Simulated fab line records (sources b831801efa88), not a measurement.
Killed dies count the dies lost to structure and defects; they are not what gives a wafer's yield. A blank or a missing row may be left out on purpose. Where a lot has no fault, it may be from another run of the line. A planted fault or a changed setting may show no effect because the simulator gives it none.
A struck lot beside a sound one | flow sky130 | 16 steps out of a route of 708
Sound: the wafers L911.1, L911.2, L911.3. Struck: wafer L923.2 (left out: L923.3, L923.5 of the same lot, which were not struck); the cause appears at the end.
Order at every step that has rows: each side's tool, ch and its chambers, its first start. Under that, the readings that differ: sound wafers | struck wafers | difference of the means | sigmas: that difference in standard deviations of wafers without a fault.
alike: words and numbers the same on both sides, and readings whose means are apart by under 2 such deviations; not compared: readings that were withheld, readings missing a value for some wafer, numbers with overlapping values and no deviation given by the record, and bounds like >300 which may hide the same value.
Wherever a step has rows on one side only, a row that says differs or no value, or a row with sigmas, the two part there. Non-overlapping numbers with no deviation appear without sigmas and do not part them. Lack of a reading on every wafer of one side parts them only where that side has two or more wafers.

first, 3 steps without rows for these wafers: SKY_METAL1_EXPOSE_12 (exposes mask MM1, target cd 140 nm); SKY_METAL1_PEB_13; SKY_METAL1_DEVELOP_14 (develop time 60 s).
SKY_METAL1_CD_MEAS_15 targets a cd of 140 nm.
  sound: cdSem-02 at day 33 19:30; struck: cdSem-02 at day 37 21:16
reading   | sound             | struck | difference | sigmas
cdNm (nm) | 140.0 140.8 140.1 | 136.6  | -3.7       | -3
SKY_METAL1_OVL_MEAS_16:
  sound: overlay-01 at day 33 19:37; struck: overlay-01 at day 37 21:23
reading         | sound    | struck | difference | sigmas
METAL1_OVL (nm) | -5 -3 -8 | 5      | +10        | +2
SKY_METAL1_DESCUM_17: chemistry O2, time 8 s.
  sound on rieMetal-03 ch 0,1, day 33 19:40; struck on rieMetal-02 ch 1, day 37 21:25
  alike: drypumpMotorCurrentA, oesProductAu
  not compared: rfHoursCounterH
SKY_METAL1_ETCH_18: etches BARC in N2/H2, stops on SiO2, time 45.9 s, target depth 60 nm.
  sound on rieMetal-03 ch 0,1, day 33 19:41; struck on rieMetal-02 ch 1, day 37 21:26
  alike: drypumpMotorCurrentA, oesProductAu, throttleValvePct
  not compared: rfHoursCounterH
SKY_METAL1_METAL_ETCH_19: etches the open film in Cl2/BCl3, stops on SiO2, target depth 360 nm, time 78 s.
  sound on rieMetal-03 ch 0,1, day 33 19:45; struck on rieMetal-02 ch 1, day 37 21:31
  alike: drypumpMotorCurrentA, oesProductAu, throttleValvePct
  not compared: rfHoursCounterH
SKY_METAL1_STRIP_20: strips in O2/N2.
  sound on plasmaAsher-03 ch 0,1, day 33 19:50; struck on plasmaAsher-03 ch 0, day 37 21:36
  alike: drypumpMotorCurrentA, oesProductAu, stripTimeToEndpointS
  not compared: rfHoursCounterH
then, 3 steps without rows for these wafers: SKY_METAL1_STRIP_21 (strips in post etch residue remover, time 1200 s); SKY_METAL1_CLEAN_22 (cleans in IPA, time 180 s); SKY_METAL1_CLEAN_23 (cleans in O3/DIW).
SKY_VIA1_HDPCVD_00: deposits SiO2, target thk 1030 nm, time 171.7 s.
  sound on hdpcvd-02 ch 0,1,2, day 33 20:26; struck on hdpcvd-02 ch 0, day 37 22:11
reading                                 | sound             | struck | difference | sigmas
sih4FlowSccm (sccm)                     | 59.56 59.89 59.88 | 30.36  | -29.42     | -99 or more
model.SiO2_of_VIA1_HDPCVD_00.thkNm (nm) | 1026 1029 1043    | 507.8  | -524.9     | 
SKY_VIA1_THK_MEAS_01:
  sound: filmMetro-03 at day 33 20:33; struck: filmMetro-02 at day 37 22:19
reading              | sound          | struck | difference | sigmas
VIA1_HDPCVD_THK (nm) | 1026 1030 1043 | 508    | -525       | -40
SKY_VIA1_CMP_02: polishes SiO2.
  sound on cmp-02 ch 0,2,3, day 33 20:37; struck on cmp-01 ch 0, day 37 22:28
  alike: motorCurrentA
-- the record jumps here: 12 days lie between the struck wafers' starts before and after (it left off in module VIA1 and takes up again in module PAD_OPEN, whose first step shown is number 708 of the route) --
SKY_PAD_OPEN_PROBE_99:
  sound: prober-02 at day 46 14:48; struck: prober-01 at day 49 17:13
reading                               | sound                | struck    | difference | sigmas
defectLimitedYield (%)                | 84.3 78.7 81.5       | 85.8      | +4.3       | +2
killedDies                            | 77 105 91            | 70        | -21        | -2
killedShort                           | 32 52 38             | 24        | -17        | -3
model.etest.tester.sortNPass          | 415 387 401          | 242       | -159       | 
model.etest.tester.sortYieldPct (%)   | 84.35 78.66 81.5     | 49.19     | -32.31     | 
model.etest.tester.sort_bin_3_pct (%) | 0.2033 1.22 1.016    | 37.19     | +36.38     | 
model.etest.met2Comb.leakLog10AUm     | -11.92 -12.23 -12.15 | -7.095    | +5.005     | 
model.etest.tester.sort_bin_4_pct (%) | 0 0 0                | 3.566e-11 | +3.566e-11 | 
model.etest.tester.sort_bin_8_pct (%) | 0 0 0                | 4.211e-13 | +4.211e-13 | 
  alike: killed_at_M0_to_M3, killed_at_M4_up, killedAtContacts, killedAtFrontEnd, killedAtOther, killedOpen

WHERE THEY PART
At SKY_METAL1_CD_MEAS_15 first; at SKY_PAD_OPEN_PROBE_99 last (within this record only).

WHY: what had been put in by the simulator
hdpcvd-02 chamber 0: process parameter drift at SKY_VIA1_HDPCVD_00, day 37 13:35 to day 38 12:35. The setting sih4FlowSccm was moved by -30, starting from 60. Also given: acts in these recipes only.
